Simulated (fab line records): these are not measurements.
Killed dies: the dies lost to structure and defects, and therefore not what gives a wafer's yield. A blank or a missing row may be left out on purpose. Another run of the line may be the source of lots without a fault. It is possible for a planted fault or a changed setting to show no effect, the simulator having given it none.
A struck lot beside a sound one    flow gf180mcu    15 out of 602 route steps
Sound: wafers L302.3, L302.4, L302.6. Struck: wafer L297.1 (left out: L297.4, a lot-mate that was not struck); the cause follows at the end.
For every step that has rows: the tool of each side, followed by ch and its chambers, followed by its first start. Under that, the readings that differ: sound wafers    struck wafers    difference of the means    sigmas: that difference in standard deviations of wafers without a fault.
alike: readings with means less than 2 such deviations apart, plus words and numbers identical on both sides. not compared: withheld readings, readings lacking a value on some wafer, bounds such as >300 that could conceal the same value, and numbers that have no deviation in the record and whose values overlap.
The two part at a step that has a row with sigmas, a row that says differs or no value, or rows on one side only. Non-overlapping numbers with no deviation appear without sigmas and do not part them. Lack of a reading on every wafer of one side parts them only where that side has two or more wafers.

GF_PSD_RS_MEAS_15: measurement is done with a four-point probe.
  sound: film-metro-02 at day 18 08:51; struck: film-metro-04 at day 16 14:44
  alike: PSD_RS
GF_SAB_CVD_00: deposits SiO2 from TEOS, target thk 50 nm, time 4.9302 s.
  sound on pecvd-01 ch 0,1,2, day 18 08:56; struck on pecvd-03 ch 1, day 16 14:51
  alike: heater-power-w, susceptor-temp-C
GF_SAB_THK_MEAS_01:
  sound: film-metro-02 at day 18 08:58; struck: film-metro-04 at day 16 14:55
reading              sound           struck  difference  sigmas
SAB_CVD_00_THK (nm)  49.9 50.7 49.9  48.8    -1.4        -2
then, 7 steps without rows for these wafers: GF_SAB_DEHYDRATE_02 (time 60 s); GF_SAB_HMDS_03 (prime time 60 s); GF_SAB_COAT_04 (resist thk 1000 nm); GF_SAB_SOFTBAKE_05 (time 60 s); GF_SAB_EXPOSE_06 (exposes mask SAB, target cd 420 nm); GF_SAB_PEB_07; GF_SAB_DEVELOP_08 (develop time 60 s).
GF_SAB_CD_MEAS_09: target cd 420 nm.
  sound: cd-sem-02 at day 19 08:39; struck: cd-sem-01 at day 17 12:40
  alike: cd-nm
GF_SAB_OVL_MEAS_10:
  sound: overlay-01 at day 19 08:44; struck: overlay-01 at day 17 12:47
  alike: SAB_OVL
GF_SAB_ETCH_11: etches SiO2 in C4F8/O2/Ar, target depth 55 nm, time 8.5 s.
  sound on rie-diel-02 ch 1,2,3, day 19 08:46; struck on rie-diel-04 ch 3, day 17 12:49
reading                          sound              struck  difference  sigmas
oes-product-au (a.u.)            0.998 0.988 0.990  1.022   +0.030      +3
model.etch.depth-nm (nm)         55.26 54.66 54.52  65.4    +10.6       
model.SAB.feature-depth-nm (nm)  55.26 54.66 54.52  65.4    +10.6       
  not compared: rf-hours-counter-h
then, 1 step without rows for these wafers: GF_SAB_WET_ETCH_12 (etches SiO2 in dHF, target depth 22 nm, time 440 s).
GF_PASSIVATION_PROBE_99:
  the record holds rows for the sound wafers here (prober-02, day 32 04:57) but none for the struck ones

WHERE THEY PART
At GF_SAB_THK_MEAS_01 first; at GF_PASSIVATION_PROBE_99 last (within this record only).

WHY: the cause the simulator had injected
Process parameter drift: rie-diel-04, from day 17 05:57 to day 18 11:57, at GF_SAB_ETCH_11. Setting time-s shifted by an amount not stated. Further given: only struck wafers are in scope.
